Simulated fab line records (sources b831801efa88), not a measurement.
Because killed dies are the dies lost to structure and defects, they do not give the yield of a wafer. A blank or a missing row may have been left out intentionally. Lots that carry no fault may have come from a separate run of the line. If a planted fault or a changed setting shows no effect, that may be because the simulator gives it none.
Comparing a struck lot with a sound one    flow sky130    31 out of 708 route steps
Sound: these wafers, L235.3, L235.4, L235.5. Struck: wafer L248.3 (L248.2, L248.5, from the same lot, were not struck and are left out); the cause is given at the end.
At each step with rows: each side's tool, then ch and its chambers, then its first start. Under that, the readings that differ: sound wafers    struck wafers    difference of the means    sigmas: that difference in standard deviations of wafers without a fault.
alike: same words and numbers on both sides, and readings whose means sit less than 2 such deviations apart. not compared: any withheld reading, any reading some wafer has no value for, any bound like >300 that may hide the same value, and any number with overlapping values for which the record gives no deviation.
Wherever a step has rows on one side only, a row that says differs or no value, or a row with sigmas, the two part there. Numbers that have no deviation but don't overlap get no sigmas and don't part them. A reading missing from all wafers of one side parts the sides only when that side holds two or more wafers.

SKY_LI_CONTACT_OVL_MEAS_13:
  sound on overlay-02, day 29 11:47; struck on overlay-01, day 33 18:50
  alike: LI_CONTACT_OVL
SKY_LI_CONTACT_ETCH_14: etches BARC in N2/H2, stops on SiO2, time 45.9 s, target depth 60 nm.
  sound on rie diel-03 ch 1,2,3, day 29 11:49; struck on rie diel-01 ch 0, day 33 18:52
  alike: drypump motor current A, oes product au, throttle valve pct
  not compared: rf hours counter h
then, 1 step without rows for these wafers: SKY_LI_CONTACT_ETCH_15 (etches PSG in C4F8/O2/Ar, stops on Si, target depth 600 nm).
SKY_LI_CONTACT_STRIP_16: strips in O2/N2.
  sound on plasma asher-04 ch 0,1, day 29 11:58; struck on plasma asher-04 ch 1, day 33 19:04
reading                sound              struck  difference  sigmas
oes product au (a.u.)  0.363 0.376 0.371  0.388   +0.018      +3
  alike: drypump motor current A, strip time to endpoint s
  not compared: rf hours counter h
then, 2 steps without rows for these wafers: SKY_LI_CONTACT_CLEAN_17 (cleans in NMP, time 600 s); SKY_LI_CONTACT_PRE_CLEAN_18 (time 5.6 s).
SKY_LI_CONTACT_SPUTTER_19: material Ti, target thk 20 nm, time 106.37 s.
  sound on pvd sputter-04, day 29 12:14; struck on pvd sputter-04, day 33 19:21
  alike: throttle valve pct
then, 1 step without rows for these wafers: SKY_LI_CONTACT_SPUTTER_20 (material TiN, target thk 20 nm, time 80 s).
SKY_LI_CONTACT_CVD_21: deposits W, target thk 400 nm, time 120.56 s.
  sound on cvd w-01 ch 0,1, day 29 12:25; struck on cvd w-02 ch 0, day 33 19:29
  alike: heater power w
SKY_LI_CONTACT_RS_MEAS_22: the measuring method here is four-point-probe.
  sound on film metro-03, day 29 12:32; struck on film metro-02, day 33 19:38
  alike: LI_CONTACT_W_RS
SKY_LI_CONTACT_THK_MEAS_23: measures by xrf.
  sound on film metro-03, day 29 12:38; struck on film metro-02, day 33 19:44
  alike: LI_CONTACT_W_THK
SKY_LI_CONTACT_CMP_24: polishes, stops on PSG, t overpolish 20 s, target thk 0 nm.
  sound on cmp-01 ch 0,1,2, day 29 12:41; struck on cmp-02 ch 0, day 33 19:47
  alike: motor current A, overpolish run s, time to endpoint s
SKY_LOCAL_INTERCONNECT_SPUTTER_00: material TiN, target thk 100 nm, time 83.3 s.
  sound on pvd sputter-02, day 29 12:59; struck on pvd sputter-01, day 33 20:05
reading                                                 sound              struck  difference  sigmas
model.TiN_of_LOCAL_INTERCONNECT_SPUTTER_00.thk nm (nm)  98.19 100.1 97.93  97.78   -0.96       
  alike: throttle valve pct
SKY_LOCAL_INTERCONNECT_RS_MEAS_01: the measuring method here is four-point-probe.
  sound on film metro-01, day 29 13:05; struck on film metro-01, day 33 20:11
  alike: LOCAL_INTERCONNECT_TIN_RS
SKY_LOCAL_INTERCONNECT_THK_MEAS_02: measures by xrf.
  sound on film metro-01, day 29 13:11; struck on film metro-01, day 33 20:17
  alike: LOCAL_INTERCONNECT_TIN_THK
then, 8 steps without rows for these wafers: SKY_LOCAL_INTERCONNECT_DEHYDRATE_03 (time 60 s); SKY_LOCAL_INTERCONNECT_HMDS_04 (prime time 60 s); SKY_LOCAL_INTERCONNECT_COAT_05 (resist thk 60 nm); SKY_LOCAL_INTERCONNECT_COAT_06 (resist thk 450 nm); SKY_LOCAL_INTERCONNECT_SOFTBAKE_07 (time 90 s); SKY_LOCAL_INTERCONNECT_EXPOSE_08 (exposes mask LI1M, target cd 170 nm); SKY_LOCAL_INTERCONNECT_PEB_09; SKY_LOCAL_INTERCONNECT_DEVELOP_10 (develop time 60 s).
SKY_LOCAL_INTERCONNECT_CD_MEAS_11: target cd 170 nm.
  sound on cd sem-01, day 30 17:11; struck on cd sem-02, day 34 23:08
  alike: cd nm
SKY_LOCAL_INTERCONNECT_OVL_MEAS_12:
  sound on overlay-02, day 30 17:16; struck on overlay-01, day 34 23:15
  alike: LOCAL_INTERCONNECT_OVL
then, 1 step without rows for these wafers: SKY_LOCAL_INTERCONNECT_ETCH_13 (etches BARC in N2/H2, stops on SiO2, time 45.9 s, target depth 60 nm).
SKY_LOCAL_INTERCONNECT_METAL_ETCH_14: etches TiN in Cl2/BCl3, stops on PSG, target depth 110 nm, time 31.4 s.
  sound on rie metal-04 ch 0,1, day 30 17:22; struck on rie metal-02 ch 0, day 34 23:20
reading                                         sound              struck  difference  sigmas
model.LOCAL_INTERCONNECT.feature depth nm (nm)  98.19 100.1 97.93  97.78   -0.96       
model.etch.depth nm (nm)                        98.19 100.1 97.93  97.78   -0.96       
  alike: drypump motor current A, oes product au, throttle valve pct
  not compared: rf hours counter h
then, 1 step without rows for these wafers: SKY_LOCAL_INTERCONNECT_STRIP_15 (strips in O2/N2).
SKY_LOCAL_INTERCONNECT_STRIP_16: strips in post etch residue remover, time 1200 s.
  sound on wet bench-01 ch 2, day 30 17:31; struck on wet bench-01 ch 3, day 34 23:29
reading                                                 sound              struck  difference  sigmas
model.TiN_of_LOCAL_INTERCONNECT_SPUTTER_00.thk nm (nm)  97.77 99.68 97.51  97.36   -0.96       
then, 1 step without rows for these wafers: SKY_LOCAL_INTERCONNECT_CLEAN_17 (cleans in IPA, time 180 s).
-- a jump in the record: the struck wafers' starts before and after are 14 days apart (it breaks off in module LOCAL_INTERCONNECT and resumes in module PAD_OPEN, where the first step shown is number 708 of the route) --
SKY_PAD_OPEN_PROBE_99:
  sound on prober-01, day 46 00:15; struck on prober-02, day 49 04:20
reading                       sound              struck  difference  sigmas
model.etest.res li.rs ohm sq  13.04 12.86 13.04  13.18   +0.20       
  alike: killed_at_M0_to_M3, killed_at_M4_up, killed at contacts, killed at front end, killed at other, killed dies, killed open, killed short

WHERE THEY PART
Only at SKY_LI_CONTACT_STRIP_16, within this record. Later steps at which nothing parts them and some readings are alike: SKY_LI_CONTACT_SPUTTER_19, SKY_LI_CONTACT_CVD_21, SKY_LI_CONTACT_RS_MEAS_22, SKY_LI_CONTACT_THK_MEAS_23, SKY_LI_CONTACT_CMP_24, SKY_LOCAL_INTERCONNECT_SPUTTER_00, SKY_LOCAL_INTERCONNECT_RS_MEAS_01, SKY_LOCAL_INTERCONNECT_THK_MEAS_02, SKY_LOCAL_INTERCONNECT_CD_MEAS_11, SKY_LOCAL_INTERCONNECT_OVL_MEAS_12, SKY_LOCAL_INTERCONNECT_METAL_ETCH_14, SKY_PAD_OPEN_PROBE_99.

WHY: what had been put in by the simulator
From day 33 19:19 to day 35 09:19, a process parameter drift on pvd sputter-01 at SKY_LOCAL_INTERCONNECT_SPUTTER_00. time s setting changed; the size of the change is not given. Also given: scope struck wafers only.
